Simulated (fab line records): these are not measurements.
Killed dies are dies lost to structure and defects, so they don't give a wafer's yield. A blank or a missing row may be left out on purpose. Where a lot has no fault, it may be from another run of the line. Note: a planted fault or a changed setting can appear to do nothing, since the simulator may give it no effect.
fab line records :: flow sky130
[record]
  lots = 14
  wafers = 41
  last_day = 50
route steps=708 shown VIA2@531 METAL3@533
lots with no fault: from the same line, run without faults
start_h: hours from the record's first day to the start of the lot's first wafer shown :: wait_h: hours since the lot's step before :: " repeats the value in the row above :: L1.1+2: a row that stands for several wafers :: - no value, or no start was given :: * or withheld: withheld :: < > ~ a bound
route shown NAME@n: a module of which the file shows steps, and the number in the route of the first :: usual: mean/standard deviation taken from wafers without a fault :: same: alike in all rows :: chamber/n: place in a boat :: sites: the reading at each site :: _std_site: how widely they spread, as a standard deviation :: _edge_site: mean of outer sites minus mean of inner sites :: radius_mm: how far each site lies from the wafer's centre :: mask NAME#n: copy n :: behind: the most recent tool/chamber to have shaped the wafer :: hold: why the lot was held/for how many hours/how that ended :: device: whichever transistor did not switch (one of n, p or np) :: end of line: the route-end tests of the same wafers :: a step with no rows: only its recipe :: killed: the dies lost at the first sort to structure and to defects; this is not the yield of the wafer :: map: per-die view of a wafer (x killed, . not killed, _ where there is no die)
set.NAME: the setting that was run; set.NAME@STEP: the one run at that earlier step :: model.NAME: the simulator's own value behind a step, which no gauge read
route steps across a sampled set of lots; one table per step, one row per wafer
services: a tool's chamber out of use, with start hour (start_h, from the record's first day; less than 0 if before it), hours out, and reason
[[steps]]
[step SKY_VIA2_CMP_24]
[recipe]
  stop_on = SiO2
  t_overpolish_s = 20
  down_force_psi = 3.5
  platen_rpm = 60
  target_thk_nm = 0
  pad_velocity_m_s = 0.94248
[usual]
  motor_current_A = 11.8/0.95
  overpolish_run_s = 20.000/0.0093
  time_to_endpoint_s = 98/4.5
lot.wafer: L171.3
tool: cmp-01
chamber: 3
start_h: 839.38
wait_h: 0.1
motor_current_A: 12.2
overpolish_run_s: 20.006
time_to_endpoint_s: 107

lot.wafer: L171.2
tool: cmp-01
chamber: 0
start_h: 839.38
wait_h: 0.1
motor_current_A: 11.4
overpolish_run_s: 20.016
time_to_endpoint_s: 99

lot.wafer: L171.5
tool: cmp-01
chamber: 2
start_h: 839.38
wait_h: 0.1
motor_current_A: 12.5
overpolish_run_s: 20.000
time_to_endpoint_s: 106

lot.wafer: L172.4
tool: cmp-01
chamber: 0
start_h: 859.19
wait_h: 0.1
motor_current_A: 12.0
overpolish_run_s: 20.008
time_to_endpoint_s: 91

lot.wafer: L172.1
tool: cmp-01
chamber: 1
start_h: 859.19
wait_h: 0.1
motor_current_A: 11.5
overpolish_run_s: 20.005
time_to_endpoint_s: 101

lot.wafer: L172.6
tool: cmp-01
chamber: 3
start_h: 859.19
wait_h: 0.1
motor_current_A: 12.2
overpolish_run_s: 20.015
time_to_endpoint_s: 102

lot.wafer: L173.1
tool: cmp-01
chamber: 2
start_h: 861.12
wait_h: 0.1
motor_current_A: 12.0
overpolish_run_s: 20.006
time_to_endpoint_s: 99

lot.wafer: L173.3
tool: cmp-01
chamber: 3
start_h: 861.12
wait_h: 0.1
motor_current_A: 12.4
overpolish_run_s: 20.012
time_to_endpoint_s: 104

lot.wafer: L173.2
tool: cmp-01
chamber: 1
start_h: 861.12
wait_h: 0.1
motor_current_A: 10.8
overpolish_run_s: 19.997
time_to_endpoint_s: 95

lot.wafer: L174.3
tool: cmp-02
chamber: 2
start_h: 882.53
wait_h: 0.1
motor_current_A: 11.8
overpolish_run_s: 20.001
time_to_endpoint_s: 103

lot.wafer: L174.6
tool: cmp-02
chamber: 0
start_h: 882.53
wait_h: 0.1
motor_current_A: 9.8
overpolish_run_s: 20.000
time_to_endpoint_s: 98

lot.wafer: L174.5
tool: cmp-02
chamber: 1
start_h: 882.53
wait_h: 0.1
motor_current_A: 9.7
overpolish_run_s: 19.994
time_to_endpoint_s: 99

lot.wafer: L175.2
tool: cmp-02
chamber: 1
start_h: 887.26
wait_h: 0.1
motor_current_A: 9.7
overpolish_run_s: 19.997
time_to_endpoint_s: 96

lot.wafer: L175.3
tool: cmp-02
chamber: 2
start_h: 887.26
wait_h: 0.1
motor_current_A: 11.6
overpolish_run_s: 20.003
time_to_endpoint_s: 97

lot.wafer: L175.5
tool: cmp-02
chamber: 3
start_h: 887.26
wait_h: 0.1
motor_current_A: 12.0
overpolish_run_s: 19.991
time_to_endpoint_s: 89

lot.wafer: L177.3
tool: cmp-01
chamber: 2
start_h: 904.16
wait_h: 0.0
motor_current_A: 12.4
overpolish_run_s: 20.023
time_to_endpoint_s: 103

lot.wafer: L177.2
tool: cmp-01
chamber: 0
start_h: 904.16
wait_h: 0.0
motor_current_A: 11.9
overpolish_run_s: 19.991
time_to_endpoint_s: 96

lot.wafer: L177.4
tool: cmp-01
chamber: 1
start_h: 904.16
wait_h: 0.0
motor_current_A: 12.0
overpolish_run_s: 19.997
time_to_endpoint_s: 102

lot.wafer: L178.3
tool: cmp-01
chamber: 3
start_h: 905.55
wait_h: 0.1
motor_current_A: 12.8
overpolish_run_s: 20.004
time_to_endpoint_s: 107

lot.wafer: L178.4
tool: cmp-01
chamber: 0
start_h: 905.55
wait_h: 0.1
motor_current_A: 11.9
overpolish_run_s: 19.992
time_to_endpoint_s: 94

lot.wafer: L178.5
tool: cmp-01
chamber: 2
start_h: 905.55
wait_h: 0.1
motor_current_A: 12.8
overpolish_run_s: 19.991
time_to_endpoint_s: 99

lot.wafer: L176.3
tool: cmp-01
chamber: 0
start_h: 906.69
wait_h: 0.0
motor_current_A: 11.2
overpolish_run_s: 20.002
time_to_endpoint_s: 100

lot.wafer: L176.1
tool: cmp-01
chamber: 1
start_h: 906.69
wait_h: 0.0
motor_current_A: 11.4
overpolish_run_s: 20.010
time_to_endpoint_s: 97

lot.wafer: L176.5
tool: cmp-01
chamber: 1
start_h: 906.69
wait_h: 0.0
motor_current_A: 11.8
overpolish_run_s: 19.999
time_to_endpoint_s: 100

lot.wafer: L179.4
tool: cmp-01
chamber: 2
start_h: 916.96
wait_h: 0.1
motor_current_A: 12.9
overpolish_run_s: 19.989
time_to_endpoint_s: 105

lot.wafer: L179.3
tool: cmp-01
chamber: 3
start_h: 916.96
wait_h: 0.1
motor_current_A: 12.4
overpolish_run_s: 20.000
time_to_endpoint_s: 107

lot.wafer: L179.5
tool: cmp-01
chamber: 1
start_h: 916.96
wait_h: 0.1
motor_current_A: 11.6
overpolish_run_s: 19.991
time_to_endpoint_s: 107

lot.wafer: L181.3
tool: cmp-01
chamber: 3
start_h: 937.48
wait_h: 0.0
motor_current_A: 13.1
overpolish_run_s: 20.011
time_to_endpoint_s: 102

lot.wafer: L181.2
tool: cmp-01
chamber: 0
start_h: 937.48
wait_h: 0.0
motor_current_A: 10.9
overpolish_run_s: 20.015
time_to_endpoint_s: 95

lot.wafer: L181.5
tool: cmp-01
chamber: 0
start_h: 937.48
wait_h: 0.0
motor_current_A: 11.7
overpolish_run_s: 20.010
time_to_endpoint_s: 96

lot.wafer: L184.1
tool: cmp-01
chamber: 2
start_h: 945.62
wait_h: 0.1
motor_current_A: 13.2
overpolish_run_s: 20.019
time_to_endpoint_s: 100

lot.wafer: L184.4
tool: cmp-01
chamber: 0
start_h: 945.62
wait_h: 0.1
motor_current_A: 11.4
overpolish_run_s: 19.998
time_to_endpoint_s: 96

lot.wafer: L184.6
tool: cmp-01
chamber: 2
start_h: 945.62
wait_h: 0.1
motor_current_A: 12.2
overpolish_run_s: 20.009
time_to_endpoint_s: 102

lot.wafer: L182.3
tool: cmp-01
chamber: 0
start_h: 947.31
wait_h: 0.0
motor_current_A: 11.0
overpolish_run_s: 0.043
time_to_endpoint_s: 155

lot.wafer: L182.4
tool: cmp-01
chamber: 2
start_h: 947.31
wait_h: 0.0
motor_current_A: 12.0
overpolish_run_s: 20.008
time_to_endpoint_s: 98

lot.wafer: L182.2
tool: cmp-01
chamber: 3
start_h: 947.31
wait_h: 0.0
motor_current_A: 12.7
overpolish_run_s: 19.991
time_to_endpoint_s: 99

lot.wafer: L185.3
tool: cmp-01
chamber: 1
start_h: 950.22
wait_h: 0.2
motor_current_A: 11.6
overpolish_run_s: 0.037
time_to_endpoint_s: 158

lot.wafer: L185.6
tool: cmp-01
chamber: 3
start_h: 950.22
wait_h: 0.2
motor_current_A: 12.1
overpolish_run_s: 0.038
time_to_endpoint_s: 158

lot.wafer: L193.3
tool: cmp-02
chamber: 1
start_h: 1008.63
wait_h: 0.1
motor_current_A: 9.9
overpolish_run_s: 19.997
time_to_endpoint_s: 102

lot.wafer: L193.4
tool: cmp-02
chamber: 2
start_h: 1008.63
wait_h: 0.1
motor_current_A: 11.3
overpolish_run_s: 20.004
time_to_endpoint_s: 100

lot.wafer: L193.2
tool: cmp-02
chamber: 3
start_h: 1008.63
wait_h: 0.1
motor_current_A: 12.8
overpolish_run_s: 20.006
time_to_endpoint_s: 100
[step SKY_METAL3_SPUTTER_01]
[recipe]
  material = TiN
  target_thk_nm = 20
  power_w = 6500
  time_s = 16.7
  chamber_pressure_pa = 0.4
[usual]
  throttle_valve_pct = 30.1/1.2
lot.wafer: L171.2
tool: pvd_sputter-02
chamber: -
start_h: 839.66
wait_h: 0.0
throttle_valve_pct: 28.6

lot.wafer: L171.3
tool: pvd_sputter-02
chamber: -
start_h: 839.66
wait_h: 0.0
throttle_valve_pct: 30.1

lot.wafer: L171.5
tool: pvd_sputter-02
chamber: -
start_h: 839.66
wait_h: 0.0
throttle_valve_pct: 30.3

lot.wafer: L172.1
tool: pvd_sputter-02
chamber: -
start_h: 859.46
wait_h: 0.0
throttle_valve_pct: 31.0

lot.wafer: L172.4
tool: pvd_sputter-02
chamber: -
start_h: 859.46
wait_h: 0.0
throttle_valve_pct: 31.0

lot.wafer: L172.6
tool: pvd_sputter-02
chamber: -
start_h: 859.46
wait_h: 0.0
throttle_valve_pct: 30.9

lot.wafer: L173.1
tool: pvd_sputter-04
chamber: -
start_h: 861.44
wait_h: 0.0
throttle_valve_pct: 28.3

lot.wafer: L173.2
tool: pvd_sputter-04
chamber: -
start_h: 861.44
wait_h: 0.0
throttle_valve_pct: 31.4

lot.wafer: L173.3
tool: pvd_sputter-04
chamber: -
start_h: 861.44
wait_h: 0.0
throttle_valve_pct: 31.4

lot.wafer: L174.3
tool: pvd_sputter-02
chamber: -
start_h: 882.76
wait_h: 0.0
throttle_valve_pct: 31.2

lot.wafer: L174.5
tool: pvd_sputter-02
chamber: -
start_h: 882.76
wait_h: 0.0
throttle_valve_pct: 28.6

lot.wafer: L174.6
tool: pvd_sputter-02
chamber: -
start_h: 882.76
wait_h: 0.0
throttle_valve_pct: 31.0

lot.wafer: L175.2
tool: pvd_sputter-03
chamber: -
start_h: 887.48
wait_h: 0.0
throttle_valve_pct: 29.8

lot.wafer: L175.3
tool: pvd_sputter-03
chamber: -
start_h: 887.48
wait_h: 0.0
throttle_valve_pct: 31.6

lot.wafer: L175.5
tool: pvd_sputter-03
chamber: -
start_h: 887.48
wait_h: 0.0
throttle_valve_pct: 30.8

lot.wafer: L177.2
tool: pvd_sputter-02
chamber: -
start_h: 904.49
wait_h: 0.0
throttle_valve_pct: 30.0

lot.wafer: L177.3
tool: pvd_sputter-02
chamber: -
start_h: 904.49
wait_h: 0.0
throttle_valve_pct: 28.8

lot.wafer: L177.4
tool: pvd_sputter-02
chamber: -
start_h: 904.49
wait_h: 0.0
throttle_valve_pct: 30.7

lot.wafer: L178.3
tool: pvd_sputter-03
chamber: -
start_h: 905.82
wait_h: 0.0
throttle_valve_pct: 28.6

lot.wafer: L178.4
tool: pvd_sputter-03
chamber: -
start_h: 905.82
wait_h: 0.0
throttle_valve_pct: 30.9

lot.wafer: L178.5
tool: pvd_sputter-03
chamber: -
start_h: 905.82
wait_h: 0.0
throttle_valve_pct: 31.6

lot.wafer: L176.1
tool: pvd_sputter-04
chamber: -
start_h: 907.01
wait_h: 0.0
throttle_valve_pct: 28.9

lot.wafer: L176.3
tool: pvd_sputter-04
chamber: -
start_h: 907.01
wait_h: 0.0
throttle_valve_pct: 28.7

lot.wafer: L176.5
tool: pvd_sputter-04
chamber: -
start_h: 907.01
wait_h: 0.0
throttle_valve_pct: 31.5

lot.wafer: L179.3
tool: pvd_sputter-02
chamber: -
start_h: 917.23
wait_h: 0.0
throttle_valve_pct: 31.2

lot.wafer: L179.4
tool: pvd_sputter-02
chamber: -
start_h: 917.23
wait_h: 0.0
throttle_valve_pct: 28.5

lot.wafer: L179.5
tool: pvd_sputter-02
chamber: -
start_h: 917.23
wait_h: 0.0
throttle_valve_pct: 30.1

lot.wafer: L181.2
tool: pvd_sputter-04
chamber: -
start_h: 937.80
wait_h: 0.0
throttle_valve_pct: 31.5

lot.wafer: L181.3
tool: pvd_sputter-04
chamber: -
start_h: 937.80
wait_h: 0.0
throttle_valve_pct: 31.4

lot.wafer: L181.5
tool: pvd_sputter-04
chamber: -
start_h: 937.80
wait_h: 0.0
throttle_valve_pct: 31.5

lot.wafer: L184.1
tool: pvd_sputter-04
chamber: -
start_h: 945.89
wait_h: 0.0
throttle_valve_pct: 28.3

lot.wafer: L184.4
tool: pvd_sputter-04
chamber: -
start_h: 945.89
wait_h: 0.0
throttle_valve_pct: 28.4

lot.wafer: L184.6
tool: pvd_sputter-04
chamber: -
start_h: 945.89
wait_h: 0.0
throttle_valve_pct: 28.2

lot.wafer: L182.2
tool: pvd_sputter-02
chamber: -
start_h: 947.63
wait_h: 0.0
throttle_valve_pct: 30.9

lot.wafer: L182.4
tool: pvd_sputter-02
chamber: -
start_h: 947.63
wait_h: 0.0
throttle_valve_pct: 28.8

lot.wafer: L193.2
tool: pvd_sputter-04
chamber: -
start_h: 1008.90
wait_h: 0.0
throttle_valve_pct: 28.2

lot.wafer: L193.3
tool: pvd_sputter-04
chamber: -
start_h: 1008.90
wait_h: 0.0
throttle_valve_pct: 28.6

lot.wafer: L193.4
tool: pvd_sputter-04
chamber: -
start_h: 1008.90
wait_h: 0.0
throttle_valve_pct: 31.3
[step SKY_METAL3_SPUTTER_03]
[recipe]
  material = Ti
  target_thk_nm = 5
  power_w = 3000
  time_s = 3.3
  chamber_pressure_pa = 0.4
[usual]
  throttle_valve_pct = 30.1/1.2
lot.wafer: L171.2
tool: pvd_sputter-02
chamber: -
start_h: 839.72
wait_h: 0.0
throttle_valve_pct: 28.7

lot.wafer: L171.3
tool: pvd_sputter-02
chamber: -
start_h: 839.72
wait_h: 0.0
throttle_valve_pct: 30.3

lot.wafer: L171.5
tool: pvd_sputter-02
chamber: -
start_h: 839.72
wait_h: 0.0
throttle_valve_pct: 30.4

lot.wafer: L172.1
tool: pvd_sputter-02
chamber: -
start_h: 859.53
wait_h: 0.0
throttle_valve_pct: 30.8

lot.wafer: L172.4
tool: pvd_sputter-02
chamber: -
start_h: 859.53
wait_h: 0.0
throttle_valve_pct: 30.8

lot.wafer: L172.6
tool: pvd_sputter-02
chamber: -
start_h: 859.53
wait_h: 0.0
throttle_valve_pct: 30.5

lot.wafer: L173.1
tool: pvd_sputter-04
chamber: -
start_h: 861.51
wait_h: 0.0
throttle_valve_pct: 28.4

lot.wafer: L173.2
tool: pvd_sputter-04
chamber: -
start_h: 861.51
wait_h: 0.0
throttle_valve_pct: 31.5

lot.wafer: L173.3
tool: pvd_sputter-04
chamber: -
start_h: 861.51
wait_h: 0.0
throttle_valve_pct: 31.8

lot.wafer: L174.3
tool: pvd_sputter-02
chamber: -
start_h: 882.82
wait_h: 0.0
throttle_valve_pct: 30.8

lot.wafer: L174.5
tool: pvd_sputter-02
chamber: -
start_h: 882.82
wait_h: 0.0
throttle_valve_pct: 28.9

lot.wafer: L174.6
tool: pvd_sputter-02
chamber: -
start_h: 882.82
wait_h: 0.0
throttle_valve_pct: 31.0

lot.wafer: L175.2
tool: pvd_sputter-03
chamber: -
start_h: 887.54
wait_h: 0.0
throttle_valve_pct: 29.7

lot.wafer: L175.3
tool: pvd_sputter-03
chamber: -
start_h: 887.54
wait_h: 0.0
throttle_valve_pct: 31.9

lot.wafer: L175.5
tool: pvd_sputter-03
chamber: -
start_h: 887.54
wait_h: 0.0
throttle_valve_pct: 30.6

lot.wafer: L177.2
tool: pvd_sputter-02
chamber: -
start_h: 904.55
wait_h: 0.0
throttle_valve_pct: 30.2

lot.wafer: L177.3
tool: pvd_sputter-02
chamber: -
start_h: 904.55
wait_h: 0.0
throttle_valve_pct: 28.6

lot.wafer: L177.4
tool: pvd_sputter-02
chamber: -
start_h: 904.55
wait_h: 0.0
throttle_valve_pct: 30.8

lot.wafer: L178.3
tool: pvd_sputter-03
chamber: -
start_h: 905.88
wait_h: 0.0
throttle_valve_pct: 28.6

lot.wafer: L178.4
tool: pvd_sputter-03
chamber: -
start_h: 905.88
wait_h: 0.0
throttle_valve_pct: 30.8

lot.wafer: L178.5
tool: pvd_sputter-03
chamber: -
start_h: 905.88
wait_h: 0.0
throttle_valve_pct: 31.5

lot.wafer: L176.1
tool: pvd_sputter-04
chamber: -
start_h: 907.08
wait_h: 0.0
throttle_valve_pct: 28.8

lot.wafer: L176.3
tool: pvd_sputter-04
chamber: -
start_h: 907.08
wait_h: 0.0
throttle_valve_pct: 28.3

lot.wafer: L176.5
tool: pvd_sputter-04
chamber: -
start_h: 907.08
wait_h: 0.0
throttle_valve_pct: 31.5

lot.wafer: L179.3
tool: pvd_sputter-02
chamber: -
start_h: 917.30
wait_h: 0.0
throttle_valve_pct: 31.1

lot.wafer: L179.4
tool: pvd_sputter-02
chamber: -
start_h: 917.30
wait_h: 0.0
throttle_valve_pct: 28.7

lot.wafer: L179.5
tool: pvd_sputter-02
chamber: -
start_h: 917.30
wait_h: 0.0
throttle_valve_pct: 30.1

lot.wafer: L181.2
tool: pvd_sputter-04
chamber: -
start_h: 937.87
wait_h: 0.0
throttle_valve_pct: 31.4

lot.wafer: L181.3
tool: pvd_sputter-04
chamber: -
start_h: 937.87
wait_h: 0.0
throttle_valve_pct: 31.5

lot.wafer: L181.5
tool: pvd_sputter-04
chamber: -
start_h: 937.87
wait_h: 0.0
throttle_valve_pct: 31.2

lot.wafer: L184.1
tool: pvd_sputter-04
chamber: -
start_h: 945.96
wait_h: 0.0
throttle_valve_pct: 28.3

lot.wafer: L184.4
tool: pvd_sputter-04
chamber: -
start_h: 945.96
wait_h: 0.0
throttle_valve_pct: 28.6

lot.wafer: L184.6
tool: pvd_sputter-04
chamber: -
start_h: 945.96
wait_h: 0.0
throttle_valve_pct: 28.3

lot.wafer: L182.2
tool: pvd_sputter-02
chamber: -
start_h: 947.69
wait_h: 0.0
throttle_valve_pct: 31.1

lot.wafer: L182.4
tool: pvd_sputter-02
chamber: -
start_h: 947.69
wait_h: 0.0
throttle_valve_pct: 28.8

lot.wafer: L193.2
tool: pvd_sputter-04
chamber: -
start_h: 1008.96
wait_h: 0.0
throttle_valve_pct: 28.4

lot.wafer: L193.3
tool: pvd_sputter-04
chamber: -
start_h: 1008.96
wait_h: 0.0
throttle_valve_pct: 28.8

lot.wafer: L193.4
tool: pvd_sputter-04
chamber: -
start_h: 1008.96
wait_h: 0.0
throttle_valve_pct: 31.1
[step SKY_METAL3_SPUTTER_04]
[recipe]
  material = TiN
  target_thk_nm = 70
  power_w = 6500
  time_s = 58.3
  chamber_pressure_pa = 0.4
[usual]
  throttle_valve_pct = 30.1/1.2
lot.wafer: L171.2
tool: pvd_sputter-02
chamber: -
start_h: 839.74
wait_h: 0.0
throttle_valve_pct: 28.6

lot.wafer: L171.3
tool: pvd_sputter-02
chamber: -
start_h: 839.74
wait_h: 0.0
throttle_valve_pct: 30.1

lot.wafer: L171.5
tool: pvd_sputter-02
chamber: -
start_h: 839.74
wait_h: 0.0
throttle_valve_pct: 30.2

lot.wafer: L172.1
tool: pvd_sputter-02
chamber: -
start_h: 859.55
wait_h: 0.0
throttle_valve_pct: 31.3

lot.wafer: L172.4
tool: pvd_sputter-02
chamber: -
start_h: 859.55
wait_h: 0.0
throttle_valve_pct: 30.6

lot.wafer: L172.6
tool: pvd_sputter-02
chamber: -
start_h: 859.55
wait_h: 0.0
throttle_valve_pct: 30.6

lot.wafer: L173.1
tool: pvd_sputter-04
chamber: -
start_h: 861.53
wait_h: 0.0
throttle_valve_pct: 28.2

lot.wafer: L173.2
tool: pvd_sputter-04
chamber: -
start_h: 861.53
wait_h: 0.0
throttle_valve_pct: 31.3

lot.wafer: L173.3
tool: pvd_sputter-04
chamber: -
start_h: 861.53
wait_h: 0.0
throttle_valve_pct: 31.4

lot.wafer: L174.3
tool: pvd_sputter-02
chamber: -
start_h: 882.84
wait_h: 0.0
throttle_valve_pct: 31.1

lot.wafer: L174.5
tool: pvd_sputter-02
chamber: -
start_h: 882.84
wait_h: 0.0
throttle_valve_pct: 28.9

lot.wafer: L174.6
tool: pvd_sputter-02
chamber: -
start_h: 882.84
wait_h: 0.0
throttle_valve_pct: 31.0

lot.wafer: L175.2
tool: pvd_sputter-03
chamber: -
start_h: 887.56
wait_h: 0.0
throttle_valve_pct: 29.8

lot.wafer: L175.3
tool: pvd_sputter-03
chamber: -
start_h: 887.56
wait_h: 0.0
throttle_valve_pct: 31.8

lot.wafer: L175.5
tool: pvd_sputter-03
chamber: -
start_h: 887.56
wait_h: 0.0
throttle_valve_pct: 30.8

lot.wafer: L177.2
tool: pvd_sputter-02
chamber: -
start_h: 904.57
wait_h: 0.0
throttle_valve_pct: 30.1

lot.wafer: L177.3
tool: pvd_sputter-02
chamber: -
start_h: 904.57
wait_h: 0.0
throttle_valve_pct: 28.5

lot.wafer: L177.4
tool: pvd_sputter-02
chamber: -
start_h: 904.57
wait_h: 0.0
throttle_valve_pct: 30.6

lot.wafer: L178.3
tool: pvd_sputter-03
chamber: -
start_h: 905.90
wait_h: 0.0
throttle_valve_pct: 28.9

lot.wafer: L178.4
tool: pvd_sputter-03
chamber: -
start_h: 905.90
wait_h: 0.0
throttle_valve_pct: 30.6

lot.wafer: L178.5
tool: pvd_sputter-03
chamber: -
start_h: 905.90
wait_h: 0.0
throttle_valve_pct: 31.7

lot.wafer: L176.1
tool: pvd_sputter-04
chamber: -
start_h: 907.10
wait_h: 0.0
throttle_valve_pct: 28.7

lot.wafer: L176.3
tool: pvd_sputter-04
chamber: -
start_h: 907.10
wait_h: 0.0
throttle_valve_pct: 28.3

lot.wafer: L176.5
tool: pvd_sputter-04
chamber: -
start_h: 907.10
wait_h: 0.0
throttle_valve_pct: 31.3

lot.wafer: L179.3
tool: pvd_sputter-02
chamber: -
start_h: 917.32
wait_h: 0.0
throttle_valve_pct: 30.9

lot.wafer: L179.4
tool: pvd_sputter-02
chamber: -
start_h: 917.32
wait_h: 0.0
throttle_valve_pct: 28.6

lot.wafer: L179.5
tool: pvd_sputter-02
chamber: -
start_h: 917.32
wait_h: 0.0
throttle_valve_pct: 30.3

lot.wafer: L181.2
tool: pvd_sputter-04
chamber: -
start_h: 937.89
wait_h: 0.0
throttle_valve_pct: 31.3

lot.wafer: L181.3
tool: pvd_sputter-04
chamber: -
start_h: 937.89
wait_h: 0.0
throttle_valve_pct: 31.4

lot.wafer: L181.5
tool: pvd_sputter-04
chamber: -
start_h: 937.89
wait_h: 0.0
throttle_valve_pct: 31.2

lot.wafer: L184.1
tool: pvd_sputter-04
chamber: -
start_h: 945.98
wait_h: 0.0
throttle_valve_pct: 28.2

lot.wafer: L184.4
tool: pvd_sputter-04
chamber: -
start_h: 945.98
wait_h: 0.0
throttle_valve_pct: 28.7

lot.wafer: L184.6
tool: pvd_sputter-04
chamber: -
start_h: 945.98
wait_h: 0.0
throttle_valve_pct: 28.3

lot.wafer: L182.2
tool: pvd_sputter-02
chamber: -
start_h: 947.71
wait_h: 0.0
throttle_valve_pct: 31.2

lot.wafer: L182.4
tool: pvd_sputter-02
chamber: -
start_h: 947.71
wait_h: 0.0
throttle_valve_pct: 28.8

lot.wafer: L193.2
tool: pvd_sputter-04
chamber: -
start_h: 1008.98
wait_h: 0.0
throttle_valve_pct: 28.2

lot.wafer: L193.3
tool: pvd_sputter-04
chamber: -
start_h: 1008.98
wait_h: 0.0
throttle_valve_pct: 28.4

lot.wafer: L193.4
tool: pvd_sputter-04
chamber: -
start_h: 1008.98
wait_h: 0.0
throttle_valve_pct: 31.1
[[services]]
tool: cmp-02
chamber: -
start_h: 826.83
hours: 1.9
kind: repair

tool: pvd_sputter-03
chamber: -
start_h: 830.58
hours: 4.7
kind: repair

tool: cmp-02
chamber: -
start_h: 856.16
hours: 11.8
kind: repair

tool: cmp-02
chamber: -
start_h: 867.97
hours: 5.5
kind: pm

tool: pvd_sputter-02
chamber: -
start_h: 883.96
hours: 8.4
kind: repair

tool: pvd_sputter-03
chamber: -
start_h: 889.65
hours: 2.6
kind: repair

tool: cmp-01
chamber: -
start_h: 912.15
hours: 4.0
kind: pm

tool: cmp-01
chamber: -
start_h: 916.15
hours: -
kind: consumable_replace:conditioner

tool: cmp-01
chamber: -
start_h: 916.15
hours: -
kind: consumable_replace:pad

tool: pvd_sputter-03
chamber: -
start_h: 919.19
hours: 7.1
kind: repair

tool: cmp-02
chamber: -
start_h: 937.50
hours: 2.1
kind: repair

tool: pvd_sputter-03
chamber: -
start_h: 941.96
hours: 1.0
kind: repair

tool: pvd_sputter-03
chamber: -
start_h: 945.83
hours: 4.2
kind: repair

tool: cmp-01
chamber: -
start_h: 974.23
hours: 0.2
kind: repair

tool: cmp-02
chamber: -
start_h: 992.92
hours: 11.0
kind: repair

tool: pvd_sputter-03
chamber: -
start_h: 999.96
hours: 16.8
kind: repair
[[key]]
[first_sign]
  step = SKY_VIA2_CMP_24
  reading = overpolish_run_s
  direction = down
  sigmas = 99+
  usual = 20.000
  struck = 0.039
[effect]
  step = SKY_VIA2_CMP_24
  reading = time_to_endpoint_s
  direction = up
  sigmas = 13
  usual = *
  struck = *
met_at SKY_VIA2_CMP_24
struck_lots L182,L185
struck_wafers L182.3,L185.3,L185.6
later_rows_left_out L182.3,L185.3,L185.6
sort_left_out L182.3,L185.3,L185.6
not_acting_at SKY_METAL3_SPUTTER_01,SKY_METAL3_SPUTTER_03,SKY_METAL3_SPUTTER_04
onset_between 945.62 947.31
[fault]
  kind = process_parameter_drift
  tool = cmp-01
  chamber = -
  onset_h = 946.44
  steps = SKY_VIA2_CMP_24
  channel = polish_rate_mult
  offset = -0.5
  shape = step
  end_h = 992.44
  scope = struck_wafers_only
// sort_left_out: the simulated sort isn't trusted on such a fault, so these wafers' sort isn't shown, and their yield isn't known
// later_rows_left_out: the simulator's readings of these wafers behind a module that went badly wrong aren't trusted and aren't shown, but for the sort
